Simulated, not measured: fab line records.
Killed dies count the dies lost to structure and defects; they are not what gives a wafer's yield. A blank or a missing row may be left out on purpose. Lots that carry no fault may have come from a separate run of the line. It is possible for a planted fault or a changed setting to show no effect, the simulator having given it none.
fab line records -- flow sky130
record: lots: 10, wafers: 30, lastDay: 50
route steps=708 shown METAL3@568 VIA3@574 PASSIVATION@681
lots with no fault: from the same line, run without faults
startH: hours from the record's opening day to when the first of the lot's shown wafers began -- waitH: hours elapsed since this lot's preceding step -- " the same as in the row above -- L1.1+2: several wafers, shown together as one row -- - no value present, or no start provided -- * or withheld: withheld -- < > ~ a bound
route shown NAME@n: NAME is a module with steps in the file, n the number in the route of the first one -- usual: average and standard deviation across the fault-free wafers -- same: alike in all rows -- chamber/n: place in a boat -- sites: the reading at each site -- _std_site: their standard deviation -- _edge_site: mean of outer sites minus mean of inner sites -- radiusMm: how far each site lies from the wafer's centre -- mask NAME#n: copy n -- behind: the tool/chamber that last shaped the wafer -- hold: reason for holding the lot/hours on hold/outcome of the hold -- device: whichever transistor did not switch (one of n, p or np) -- end of line: the tests these same wafers got at the end of their route -- where a step has no rows: the recipe by itself -- killed: at the first sort, the dies lost to defects and structure; wafer yield is something else -- map: a wafer's dies, x killed, . not, _ none there
set.NAME: the run value of the setting; set.NAME@STEP: its run value at that earlier step -- model.NAME: the simulator's own value behind a step, which no gauge read
route steps across a sampled set of lots; one table per step, one row per wafer
services: from which hour (startH, from the record's first day; less than 0 if before it) a tool's chamber was out of use, for how many hours, and why
== steps ==
step: SKY_METAL3_METAL_ETCH_18
recipe: targetDepthA: 8450, stopOn: SiO2, overEtchFrac: 0.3, timeS: 183.1, chemistry: Cl2/BCl3, resistSidewallDeg: 88, pressureMtorr: 10, icpW: 900, biasW: 48.5, Cl2_flow_sccm: 60, bcl3FlowSccm: 30
usual: bcl3FlowSccm: 29.99/0.089, drypumpMotorCurrentA: 5.51/0.23, oesProductAu: 0.866/0.0069, throttleValvePct: 22.265/0.0087
lot.wafer,tool,chamber,startH,waitH,bcl3FlowSccm,drypumpMotorCurrentA,oesProductAu,rfHoursCounterH,throttleValvePct
L861.1,rieMetal-02,1,921.27,0.0,29.92,5.59,0.874,7,22.261
L861.4,rieMetal-02,1,921.27,0.0,29.90,5.61,0.877,-,22.259
L861.5,rieMetal-02,1,921.27,0.0,30.13,5.60,0.870,-,22.265
L862.1,rieMetal-01,1,935.93,0.0,29.95,5.79,0.865,1,22.254
L862.2,rieMetal-01,0,935.93,0.0,30.14,5.52,0.870,12,22.261
L862.6,rieMetal-01,0,935.93,0.0,30.03,5.50,0.867,-,22.257
L867.1,rieMetal-02,1,970.52,0.0,30.01,5.58,0.867,10,22.264
L867.3,rieMetal-02,1,970.52,0.0,29.87,5.59,0.870,-,22.252
L867.6,rieMetal-02,1,970.52,0.0,29.94,5.56,0.865,-,22.262
L869.1,rieMetal-02,1,979.33,0.0,29.92,5.60,0.854,10,22.271
L869.2,rieMetal-02,0,979.33,0.0,29.97,5.13,0.861,5,22.284
L869.4,rieMetal-02,0,979.33,0.0,29.91,5.17,0.851,-,22.271
L871.1,rieMetal-02,0,999.02,0.0,30.11,5.16,0.867,6,22.259
L871.2,rieMetal-02,0,999.02,0.0,30.06,5.14,0.871,-,22.257
L871.3,rieMetal-02,0,999.02,0.0,30.10,5.16,0.874,-,22.257
L876.1,rieMetal-02,0,1026.28,0.0,30.13,5.15,0.858,8,22.256
L876.5,rieMetal-02,1,1026.28,0.0,29.93,5.63,0.856,-,22.263
L876.6,rieMetal-02,0,1026.28,0.0,30.09,5.15,0.861,-,22.257
L878.1,rieMetal-01,0,1036.03,0.0,30.05,5.49,0.859,17,22.261
L878.2,rieMetal-01,1,1036.03,0.0,30.01,5.79,0.865,7,22.269
L878.5,rieMetal-01,1,1036.03,0.0,29.97,5.80,0.880,-,22.260
L879.2,rieMetal-01,0,1043.83,0.0,29.96,5.52,0.874,17,22.261
L879.3,rieMetal-01,0,1043.83,0.0,30.11,5.52,0.860,-,22.278
L879.4,rieMetal-01,1,1043.83,0.0,29.96,5.77,0.868,-,22.258
L880.3,rieMetal-01,0,1049.88,0.1,29.97,5.51,0.858,-,22.276
L880.4,rieMetal-01,1,1049.88,0.1,30.02,5.81,0.863,-,22.264
L880.5,rieMetal-01,0,1049.88,0.1,29.98,5.50,0.862,-,22.268
L881.2,rieMetal-04,1,1057.02,0.0,30.04,5.41,0.856,13,22.263
L881.3,rieMetal-04,1,1057.02,0.0,29.90,5.46,0.873,-,22.251
L881.6,rieMetal-04,0,1057.02,0.0,30.15,5.74,0.859,-,22.266
step: SKY_VIA3_THK_MEAS_01
recipe: reads: SiO2_of_VIA3_HDPCVD_00
usual: VIA3_HDPCVD_THK: 1633/16
lot.wafer,tool,chamber,startH,waitH,VIA3_HDPCVD_THK[nm]
L861.1,filmMetro-02,-,922.24,0.1,1624
L861.4,filmMetro-02,-,922.24,0.1,1620
L861.5,filmMetro-02,-,922.24,0.1,1623
L862.1,filmMetro-03,-,936.95,0.2,1625
L862.2,filmMetro-03,-,936.95,0.2,1657
L862.6,filmMetro-03,-,936.95,0.2,1659
L867.1,filmMetro-04,-,971.46,0.1,1641
L867.3,filmMetro-04,-,971.46,0.1,1617
L867.6,filmMetro-04,-,971.46,0.1,1627
L869.1,filmMetro-04,-,980.31,0.1,1627
L869.2,filmMetro-04,-,980.31,0.1,1628
L869.4,filmMetro-04,-,980.31,0.1,1617
L871.1,filmMetro-03,-,1000.13,0.1,1642
L871.2,filmMetro-03,-,1000.13,0.1,1631
L871.3,filmMetro-03,-,1000.13,0.1,1645
L876.1,filmMetro-04,-,1027.34,0.1,1646
L876.5,filmMetro-04,-,1027.34,0.1,1642
L876.6,filmMetro-04,-,1027.34,0.1,1618
L878.1,filmMetro-03,-,1036.96,0.1,1639
L878.2,filmMetro-03,-,1036.96,0.1,1650
L878.5,filmMetro-03,-,1036.96,0.1,1628
L879.2,filmMetro-02,-,1044.77,0.1,1647
L879.3,filmMetro-02,-,1044.77,0.1,1647
L879.4,filmMetro-02,-,1044.77,0.1,1616
L880.3,filmMetro-02,-,1050.82,0.1,1613
L880.4,filmMetro-02,-,1050.82,0.1,1607
L880.5,filmMetro-02,-,1050.82,0.1,1612
L881.2,filmMetro-02,-,1057.97,0.1,1677
L881.3,filmMetro-02,-,1057.97,0.1,1650
L881.6,filmMetro-02,-,1057.97,0.1,1637
step: SKY_PASSIVATION_CVD_00
recipe: material: SiO2, targetThkNm: 90, tempC: 400, timeS: withheld, rfW: 600
usual: heaterPowerW: 691/100
lot.wafer,tool,chamber,startH,waitH,heaterPowerW
L861.1,pecvd-01,0,1047.08,0.0,633
L861.4,pecvd-01,0,1047.08,0.0,652
L861.5,pecvd-01,1,1047.08,0.0,659
L862.1,pecvd-03,0,1060.86,0.0,730
L862.2,pecvd-03,2,1060.86,0.0,514
L862.6,pecvd-03,1,1060.86,0.0,814
L867.1,pecvd-01,2,1089.33,0.0,883
L867.3,pecvd-01,0,1089.33,0.0,678
L867.6,pecvd-01,0,1089.33,0.0,696
L869.1,pecvd-03,1,1096.59,0.0,828
L869.2,pecvd-03,0,1096.59,0.0,711
L869.4,pecvd-03,1,1096.59,0.0,817
L871.1,pecvd-02,1,1115.81,0.0,572
L871.2,pecvd-02,2,1115.81,0.0,671
L871.3,pecvd-02,0,1115.81,0.0,615
L876.1,pecvd-02,1,1138.11,0.0,645
L876.5,pecvd-02,1,1138.11,0.0,625
L876.6,pecvd-02,2,1138.11,0.0,764
L878.1,pecvd-03,1,1146.71,0.0,769
L878.2,pecvd-03,0,1146.71,0.0,648
L878.5,pecvd-03,1,1146.71,0.0,789
L879.2,pecvd-01,2,1150.71,0.0,857
L879.3,pecvd-01,0,1150.71,0.0,706
L879.4,pecvd-01,1,1150.71,0.0,547
L880.3,pecvd-02,2,1158.36,0.0,761
L880.4,pecvd-02,2,1158.36,0.0,757
L880.5,pecvd-02,0,1158.36,0.0,628
L881.2,pecvd-02,0,1162.78,0.0,680
L881.3,pecvd-02,1,1162.78,0.0,607
L881.6,pecvd-02,2,1162.78,0.0,742
step: SKY_PASSIVATION_CVD_02
recipe: material: Si3N4, targetThkNm: 540, tempC: 400, timeS: withheld, rfW: 450
usual: heaterPowerW: 733/92
lot.wafer,tool,chamber,startH,waitH,heaterPowerW
L861.1,pecvd-03,0,1047.16,0.1,743
L861.4,pecvd-03,0,1047.16,0.1,761
L861.5,pecvd-03,1,1047.16,0.1,857
L862.1,pecvd-02,1,1060.94,0.1,715
L862.2,pecvd-02,2,1060.94,0.1,841
L862.6,pecvd-02,1,1060.94,0.1,720
L867.1,pecvd-02,2,1089.41,0.1,833
L867.3,pecvd-02,1,1089.41,0.1,712
L867.6,pecvd-02,1,1089.41,0.1,575
L869.1,pecvd-02,1,1096.67,0.1,632
L869.2,pecvd-02,0,1096.67,0.1,678
L869.4,pecvd-02,1,1096.67,0.1,653
L871.1,pecvd-03,2,1115.90,0.1,646
L871.2,pecvd-03,1,1115.90,0.1,937
L871.3,pecvd-03,0,1115.90,0.1,696
L876.1,pecvd-01,0,1138.19,0.1,744
L876.5,pecvd-01,2,1138.19,0.1,891
L876.6,pecvd-01,0,1138.19,0.1,658
L878.1,pecvd-02,0,1146.79,0.1,644
L878.2,pecvd-02,2,1146.79,0.1,762
L878.5,pecvd-02,0,1146.79,0.1,677
L879.2,pecvd-02,0,1150.79,0.0,766
L879.3,pecvd-02,2,1150.79,0.0,760
L879.4,pecvd-02,0,1150.79,0.0,775
L880.3,pecvd-01,0,1158.44,0.0,665
L880.4,pecvd-01,0,1158.44,0.0,715
L880.5,pecvd-01,1,1158.44,0.0,672
L881.2,pecvd-03,1,1162.86,0.0,908
L881.3,pecvd-03,0,1162.86,0.0,800
L881.6,pecvd-03,0,1162.86,0.0,637
step: SKY_PASSIVATION_THK_MEAS_03
recipe: reads: Si3N4_of_PASSIVATION_CVD_02
usual: PASSIVATION_CVD_02_THK: 540/7.5
lot.wafer,tool,chamber,startH,waitH,PASSIVATION_CVD_02_THK[nm]
L861.1,filmMetro-04,-,1047.39,-,531
L861.4,filmMetro-04,-,1047.39,-,548
L861.5,filmMetro-04,-,1047.39,-,545
L862.1,filmMetro-02,-,1061.16,-,535
L862.2,filmMetro-02,-,1061.16,-,541
L862.6,filmMetro-02,-,1061.16,-,542
L867.1,filmMetro-02,-,1089.64,-,545
L867.3,filmMetro-02,-,1089.64,-,394
L867.6,filmMetro-02,-,1089.64,-,403
L869.1,filmMetro-03,-,1096.89,-,398
L869.2,filmMetro-03,-,1096.89,-,529
L869.4,filmMetro-03,-,1096.89,-,399
L871.1,filmMetro-04,-,1116.12,-,529
L871.2,filmMetro-04,-,1116.12,-,527
L871.3,filmMetro-04,-,1116.12,-,536
L876.1,filmMetro-03,-,1138.53,-,535
L876.5,filmMetro-03,-,1138.53,-,541
L876.6,filmMetro-03,-,1138.53,-,543
L878.1,filmMetro-04,-,1147.02,-,538
L878.2,filmMetro-04,-,1147.02,-,540
L878.5,filmMetro-04,-,1147.02,-,547
L879.2,filmMetro-04,-,1151.02,-,544
L879.3,filmMetro-04,-,1151.02,-,546
L879.4,filmMetro-04,-,1151.02,-,557
L880.3,filmMetro-03,-,1158.68,-,529
L880.4,filmMetro-03,-,1158.68,-,542
L880.5,filmMetro-03,-,1158.68,-,531
L881.2,filmMetro-02,-,1163.10,-,530
L881.3,filmMetro-02,-,1163.10,-,530
L881.6,filmMetro-02,-,1163.10,-,535
step: SKY_PASSIVATION_ETCH_11
recipe: chemistry: CF4/O2, targetDepthNm: 725, stopOn: AlCu, sourceW: 800, biasW: 150, pressureMtorr: 150, cf4FlowSccm: 80, O2_flow_sccm: 10, timeS: 161.1
usual: drypumpMotorCurrentA: 5.8/0.44, oesProductAu: 0.977/0.0079, throttleValvePct: 5.965/0.011
lot.wafer,tool,chamber,startH,waitH,drypumpMotorCurrentA,oesProductAu,rfHoursCounterH,throttleValvePct
L861.1,rieDiel-01,3,1069.26,-,5.7,0.978,19,5.966
L861.4,rieDiel-01,1,1069.26,-,6.2,0.991,15,5.978
L861.5,rieDiel-01,3,1069.26,-,5.7,0.987,-,5.957
L862.1,rieDiel-04,1,1081.94,-,5.6,0.972,25,5.950
L862.2,rieDiel-04,2,1081.94,-,5.5,0.970,9,5.964
L862.6,rieDiel-04,2,1081.94,-,5.5,0.978,-,5.959
L867.1,rieDiel-01,2,1110.19,-,6.3,0.972,13,5.953
L867.3,rieDiel-01,1,1110.19,-,6.2,0.846,16,5.938
L867.6,rieDiel-01,1,1110.19,-,6.2,0.865,-,5.920
L869.1,rieDiel-01,1,1116.42,-,6.2,0.867,16,5.909
L869.2,rieDiel-01,3,1116.42,-,5.7,0.968,20,5.963
L869.4,rieDiel-01,2,1116.42,-,6.3,0.865,-,5.920
L871.1,rieDiel-02,1,1134.79,-,5.9,0.966,20,5.943
L871.2,rieDiel-02,0,1134.79,-,6.3,0.968,21,5.999
L871.3,rieDiel-02,2,1134.79,-,5.2,0.973,17,5.969
L876.1,rieDiel-04,2,1155.92,-,5.5,0.975,12,5.970
L876.5,rieDiel-04,0,1155.92,-,6.3,0.977,-,5.972
L876.6,rieDiel-04,3,1155.92,-,5.1,0.979,-,5.968
L878.1,rieDiel-02,0,1164.57,-,6.3,0.975,22,5.963
L878.2,rieDiel-02,1,1164.57,-,5.9,0.982,21,5.960
L878.5,rieDiel-02,3,1164.57,-,5.3,0.988,-,5.965
L879.2,rieDiel-04,1,1168.52,-,5.6,0.980,29,5.959
L879.3,rieDiel-04,2,1168.52,-,5.5,0.984,12,5.962
L879.4,rieDiel-04,3,1168.52,-,5.0,0.984,27,5.972
L880.3,rieDiel-01,0,1174.92,-,5.7,0.972,15,5.954
L880.4,rieDiel-01,1,1174.92,-,6.2,0.969,18,5.968
L880.5,rieDiel-01,2,1174.92,-,6.3,0.971,-,5.957
L881.2,rieDiel-02,3,1179.97,-,5.3,0.976,7,5.951
L881.3,rieDiel-02,0,1179.97,-,6.3,0.967,23,5.974
L881.6,rieDiel-02,1,1179.97,-,5.9,0.975,-,5.968
== services ==
tool,chamber,startH,hours,kind
rieDiel-04,-,902.22,1.0,repair
pecvd-01,-,907.30,1.1,repair
rieDiel-01,3,913.66,3.6,repair
rieDiel-01,-,936.23,0.5,repair
pecvd-02,-,937.42,0.5,repair
rieDiel-04,3,940.13,7.7,repair
rieDiel-01,-,972.56,0.2,repair
pecvd-03,-,972.89,2.8,pm
rieMetal-01,0,978.41,13.1,repair
rieDiel-01,1,980.10,6.6,repair
pecvd-02,-,993.70,0.3,repair
rieMetal-02,1,996.22,2.9,repair
rieDiel-01,-,1006.37,0.2,repair
rieDiel-01,-,1021.94,2.4,repair
pecvd-02,-,1035.55,1.4,repair
rieMetal-01,-,1063.77,1.4,pm
pecvd-01,-,1066.46,6.0,pm
pecvd-03,0,1067.63,5.0,repair
rieDiel-01,-,1072.86,14.6,pm
pecvd-02,2,1090.34,4.9,repair
rieDiel-01,0,1114.03,8.5,repair
rieMetal-02,1,1117.54,6.2,repair
pecvd-01,-,1125.87,5.5,pm
pecvd-01,1,1131.53,12.4,repair
== key ==
firstSign: step: SKY_PASSIVATION_THK_MEAS_03, reading: PASSIVATION_CVD_02_THK, direction: down, sigmas: 19, usual: 540, struck: 398
effect: step: SKY_PASSIVATION_ETCH_11, reading: oesProductAu, direction: down, sigmas: 15, usual: 0.977, struck: 0.861
metAt SKY_PASSIVATION_CVD_02
struckLots L867,L869
struckWafers L867.3,L867.6,L869.1,L869.4
notActingAt SKY_METAL3_METAL_ETCH_18,SKY_VIA3_THK_MEAS_01,SKY_PASSIVATION_CVD_00
onsetBetween 1060.94 1089.41
fault: kind: processParameterDrift, tool: pecvd-02, chamber: 1, onsetH: 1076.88, steps: SKY_PASSIVATION_CVD_02, channel: targetThkNm, offset: -137.67, shape: step, endH: 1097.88, actsIn: theseRecipesOnly, stated: 540
